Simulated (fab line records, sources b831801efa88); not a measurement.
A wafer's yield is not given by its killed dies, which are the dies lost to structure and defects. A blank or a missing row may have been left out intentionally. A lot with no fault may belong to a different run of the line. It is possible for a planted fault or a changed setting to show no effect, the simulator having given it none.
Which tool was responsible? | flow gf180mcu | Sampling: 12 lots, 36 wafers, 5 of 602 route steps

== WHAT THE GAUGES READ, wafer by wafer ==
GF_V3_BOW_MEAS_05.
lot  | measured     | on            | V3_BOW (um)
L075 | day 21 19:44 | film_metro-01 | 123 116 117
L077 | day 22 08:46 | film_metro-03 | 108 109 112
L079 | day 23 01:29 | film_metro-03 | 118 120 120
L081 | day 23 23:08 | film_metro-01 | 105 94 103
L083 | day 24 11:15 | film_metro-03 | 124 121 106
L085 | day 25 05:02 | film_metro-03 | 116 118 129
L087 | day 26 08:52 | film_metro-03 | 122 132 119
L089 | day 26 16:55 | film_metro-03 | 129 129 114
L091 | day 27 08:33 | film_metro-03 | 127 121 102
L093 | day 27 22:47 | film_metro-01 | 111 109 114
L095 | day 28 11:48 | film_metro-03 | 116 110 111
L097 | day 29 00:22 | film_metro-01 | 109 109 124

== EACH LOT AND THE TOOL THAT RAN IT (in order: tool; ch and the chambers of the sampled wafers; start) ==
lot  | GF_CONTACT_ETCH_17                            | GF_CONTACT_SPUTTER_22        | GF_M1_METAL_ETCH_16               | GF_M3_SPUTTER_00
L075 | rie_diel-04 ch 0,3, day 16 13:07 or earlier   | pvd_sputter-03, day 16 13:07 | rie_metal-04 ch 0,1, day 17 12:57 | pvd_sputter-02, day 20 17:42
L077 | rie_diel-04 ch 0,1,3, day 17 01:25 or earlier | pvd_sputter-02, day 17 01:25 | rie_metal-03 ch 0,1, day 18 01:24 | pvd_sputter-04, day 21 07:57
L079 | rie_diel-01 ch 1,3, day 17 17:16 or earlier   | pvd_sputter-03, day 17 17:16 | rie_metal-02 ch 0,1, day 18 18:03 | pvd_sputter-04, day 22 00:34
L081 | rie_diel-04 ch 1,2, day 18 16:25 or earlier   | pvd_sputter-02, day 18 16:25 | rie_metal-04 ch 0,1, day 19 17:30 | pvd_sputter-04, day 22 22:41
L083 | rie_diel-04 ch 1,2,3, day 19 08:40 or earlier | pvd_sputter-04, day 19 08:40 | rie_metal-03 ch 0,1, day 20 09:19 | pvd_sputter-01, day 23 11:55
L085 | rie_diel-01 ch 0,2,3, day 20 01:55 or earlier | pvd_sputter-02, day 20 01:55 | rie_metal-04 ch 0,1, day 21 03:12 | pvd_sputter-01, day 24 05:22
L087 | rie_diel-02 ch 0,1,3, day 21 08:21 or earlier | pvd_sputter-03, day 21 08:21 | rie_metal-04 ch 0,1, day 22 08:51 | pvd_sputter-01, day 25 10:01
L089 | rie_diel-02 ch 0,1,3, day 21 17:16 or earlier | pvd_sputter-02, day 21 17:16 | rie_metal-03 ch 0,1, day 22 17:39 | pvd_sputter-02, day 25 18:16
L091 | rie_diel-02 ch 0,1,2, day 22 12:00 or earlier | pvd_sputter-03, day 22 12:00 | rie_metal-04 ch 0,1, day 23 12:23 | pvd_sputter-01, day 26 10:56
L093 | rie_diel-01 ch 1,2, day 23 03:05 or earlier   | pvd_sputter-02, day 23 03:05 | rie_metal-03 ch 0,1, day 24 03:00 | pvd_sputter-04, day 27 00:55
L095 | rie_diel-04 ch 1,3, day 23 18:33 or earlier   | pvd_sputter-04, day 23 18:33 | rie_metal-04 ch 0,1, day 24 17:33 | pvd_sputter-04, day 27 14:32
L097 | rie_diel-01 ch 0,3, day 24 09:19 or earlier   | pvd_sputter-03, day 24 09:19 | rie_metal-04 ch 0, day 25 08:03   | pvd_sputter-01, day 28 03:42
- GF_CONTACT_ETCH_17: etches SiO2 in C4F8/O2/Ar, stops on CoSi2, target depth 860 nm.
- GF_CONTACT_SPUTTER_22: material Ti, target thk 15 nm, time 80.02 s.
- GF_M1_METAL_ETCH_16: etches the open film in Cl2/BCl3, stops on SiO2, target depth 627.5 nm, time 104.6 s.
- GF_M3_SPUTTER_00: material Ti, target thk 37.5 nm, time 150 s.

== THE ANSWER, worked out from the rows above alone ==
Rule: what is usual is taken from the lots themselves. The widest of any qualifying gaps counts: lots, ordered by their means at a reading, are off when they make up no more than a third of the lots, leave a main group of 4 or more, and stand apart from it by 3 or more times the standard deviation of that group's means. The tables above print the reading to a certain number of digits; a main group whose means all agree to those digits is not used. Also off: a lot with no number at a reading for which 4 or more lots have one. Any other lot the step has rows for is counted as sound.
None of the lots is off at any reading shown; this tells nothing.

== WHAT HAD BEEN PUT IN BY THE SIMULATOR ==
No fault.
